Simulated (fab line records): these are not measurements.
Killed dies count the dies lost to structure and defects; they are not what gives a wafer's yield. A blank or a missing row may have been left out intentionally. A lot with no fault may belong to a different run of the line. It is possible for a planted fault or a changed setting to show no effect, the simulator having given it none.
Which tool was responsible? || flow gf180mcu || Sampling: 6 lots, 18 wafers, 2 of 602 route steps

## WHAT EACH GAUGE READ, for each wafer
GF_HV_LDD_TW_MEAS_23.
{"lot": "L523", "measured": "day 11 19:00", "on": "filmMetro-04", "HV_LDD_2_TW": "1080 1081 1080"}
{"lot": "L525", "measured": "day 12 04:12", "on": "filmMetro-04", "HV_LDD_2_TW": "1079 1080 1077"}
{"lot": "L527", "measured": "day 12 16:08", "on": "filmMetro-02", "HV_LDD_2_TW": "1061 1060 1063"}
{"lot": "L531", "measured": "day 14 04:14", "on": "filmMetro-01", "HV_LDD_2_TW": "1024 1023 1027"}
{"lot": "L539", "measured": "day 16 09:53", "on": "filmMetro-01", "HV_LDD_2_TW": "963 958 968"}
{"lot": "L542", "measured": "day 17 11:44", "on": "filmMetro-01", "HV_LDD_2_TW": "1025 1025 1031"}

## TOOL THAT RAN EACH LOT (tool first, then ch and the chambers of the sampled wafers, then the start)
{"lot": "L523", "GF_HV_LDD_IMPLANT_21": "implanter-01 ch 0, day 11 18:46"}
{"lot": "L525", "GF_HV_LDD_IMPLANT_21": "implanter-01 ch 0, day 12 03:57"}
{"lot": "L527", "GF_HV_LDD_IMPLANT_21": "implanter-04 ch 0, day 12 15:53"}
{"lot": "L531", "GF_HV_LDD_IMPLANT_21": "implanter-04 ch 0, day 14 04:00"}
{"lot": "L539", "GF_HV_LDD_IMPLANT_21": "implanter-01 ch 0, day 16 09:38"}
{"lot": "L542", "GF_HV_LDD_IMPLANT_21": "implanter-03 ch 0, day 17 11:29"}
- GF_HV_LDD_IMPLANT_21

## THE ANSWER, worked out from the rows above alone
Rule: the usual values come from the lots themselves. Put in order of their means at a reading, lots are off if they are a third of the lots or fewer, leave a main group of 4 or more, and stand apart from it by a gap of 3 or more times the standard deviation of the main group's means; of several such gaps the widest counts. If all means in a main group match to the digits the tables above print for the reading, that group is not used. Also off: a lot with no number at a reading for which 4 or more lots have one. The other lots that the step has rows for count as sound.
No lot is off on any of the readings shown, so nothing can be concluded from this.

## WHAT THE SIMULATOR HAD INSERTED
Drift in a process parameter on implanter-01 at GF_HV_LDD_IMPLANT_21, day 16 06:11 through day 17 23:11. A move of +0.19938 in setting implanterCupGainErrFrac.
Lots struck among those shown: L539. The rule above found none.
